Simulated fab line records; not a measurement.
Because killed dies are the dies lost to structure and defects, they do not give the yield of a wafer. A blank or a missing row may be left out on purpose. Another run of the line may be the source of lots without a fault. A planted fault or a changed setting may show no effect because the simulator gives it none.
A single fault, viewed from 2 desks / flow gf180mcu / each desk holds nothing but its own numbers, with what lay behind them at the end

AT THE METROLOGY DESK
Means of the sampled wafers that have a number, per lot and without regard to the tool the lot ran on: this is what the gauges read. A lot is out of limits, marked OUT, if its mean lies more than 4 standard deviations from the usual mean; the brackets give that distance.
Columns: A = cd_nm at GF_M1_CD_MEAS_14, usual 230.0 nm; B = M1_OVL at GF_M1_OVL_MEAS_15, usual 2 nm; C = V1_CVD_00_THK at GF_V1_THK_MEAS_01, usual 598 nm; D = V1_CVD_02_THK at GF_V1_THK_MEAS_03, usual 850 nm
lot=L591; first seen here=day 17 22:29; A=229.8; B=0; C=597; D=846
lot=L593; first seen here=day 18 10:50; A=231.8; B=3; C=595; D=857
lot=L598; first seen here=day 20 10:22; A=230.2; B=4; C=596; D=889
lot=L599; first seen here=day 20 23:22; A=229.9; B=1; C=608; D=879
lot=L600; first seen here=day 21 04:50; A=228.3; B=9; C=589; D=886
lot=L607; first seen here=day 23 15:19; A=229.9; B=-1; C=601; D=859
lot=L611; first seen here=day 24 19:58; A=229.3; B=7; C=612; D=842
This desk's finding: nothing out of limits on any of the 7 lots.

THE TOOL OWNER'S DESK: pecvd-01
The tool's own readings at GF_V1_CVD_02 (deposits SiO2 from TEOS, target thk 850 nm, time 94.851 s): means of the sampled wafers that have a number, for each lot that ran on this tool. A lot is out of limits, marked OUT, if its mean lies more than 4 standard deviations from the usual mean; the brackets give that distance.
Columns: A = heater_power_w at GF_V1_CVD_02, usual 711 W; B = run_length_s at GF_V1_CVD_02, usual 122.6 s
lot=L593; first seen here=day 18 11:46; A=741; B=122.5
lot=L598; first seen here=day 20 11:20; A=649; B=125.3 (+4.8) OUT
lot=L599; first seen here=day 21 00:19; A=752; B=125.0 (+4.2) OUT
lot=L600; first seen here=day 21 05:45; A=701; B=125.0 (+4.3) OUT
This desk's finding: out of limits on L598, L599, L600; first on L598, day 20 11:20 (run_length_s at GF_V1_CVD_02). L593 stayed within limits.

TAKEN TOGETHER
At day 20 11:20, on L598, L599, L600, the tool owner's desk was in a position to raise an alarm.
The metrology desk saw nothing out of limits.
The metrology desk has L598, L599, L600 on record, within its limits.
GF_V1_CVD_02 was run on pecvd-01 by each of the lots named.

WHAT THE SIMULATOR HAD INSERTED
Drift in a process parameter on pecvd-01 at GF_V1_CVD_02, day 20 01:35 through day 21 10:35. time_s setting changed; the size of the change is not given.
Shown lots that were struck: L598, L599, L600.
Time in hours from fault onset to the first out-of-limits reading at each desk: the tool owner's desk, 10.
